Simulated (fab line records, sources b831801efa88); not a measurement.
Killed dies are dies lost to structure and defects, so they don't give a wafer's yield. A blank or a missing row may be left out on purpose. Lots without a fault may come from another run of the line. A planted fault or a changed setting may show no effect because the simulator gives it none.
Chamber matching | flow sky130 | SKY_VIA3_ETCH_15 on rie_diel-04: 4 sister chambers
The step etches SiO2 in C4F8/O2/Ar, stops on TiN, target depth 507 nm, time 78 s. 4 wafers are shown with their chamber, then 9 later ones without.

WAFERS WITH THEIR CHAMBER
wafer  | chamber | oes_product_au (a.u.)
L082.2 | 1       | 0.946
L084.6 | 2       | 0.955
L087.4 | 0       | 0.949
L087.6 | 3       | 0.942

WAFERS WITHOUT THEIR CHAMBER
wafer  | oes_product_au (a.u.)
L093.1 | 0.945
L093.3 | 0.951
L093.6 | 0.941
L094.1 | 0.948
L094.3 | 0.938
L094.6 | 0.948
L097.2 | 0.950
L097.4 | 0.943
L097.6 | 0.941

WHICH CHAMBER EACH WENT THROUGH
wafer  | from the rows above          | in truth
L093.1 | can't be placed: 1 or 3 or 0 | 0
L093.3 | can't be placed: 0 or 2 or 1 | 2
L093.6 | 3                            | 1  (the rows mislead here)
L094.1 | can't be placed: 0 or 1      | 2
L094.3 | 3                            | 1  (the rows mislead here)
L094.6 | can't be placed: 0 or 1      | 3
L097.2 | can't be placed: 0 or 1      | 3
L097.4 | can't be placed: 3 or 1      | 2
L097.6 | 3                            | 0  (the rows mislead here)
Placed correctly: 0 of 9. Can't be placed from these rows: 6 (the true chamber is among the candidates in 2). Placed wrongly: 3.
How it was worked out, from the rows above alone: a wafer's distance from a chamber is the root of the sum, over the readings, of the square of ((its reading less the chamber's mean) divided by the reading's scatter). The wafer belongs to the nearest chamber; if the next one is less than 2 further off, it can't be placed. A chamber's mean is the mean of its shown wafers. The scatter: with one shown wafer a chamber, the root of the mean of the squares of how far each hidden wafer lies from its nearest shown one.
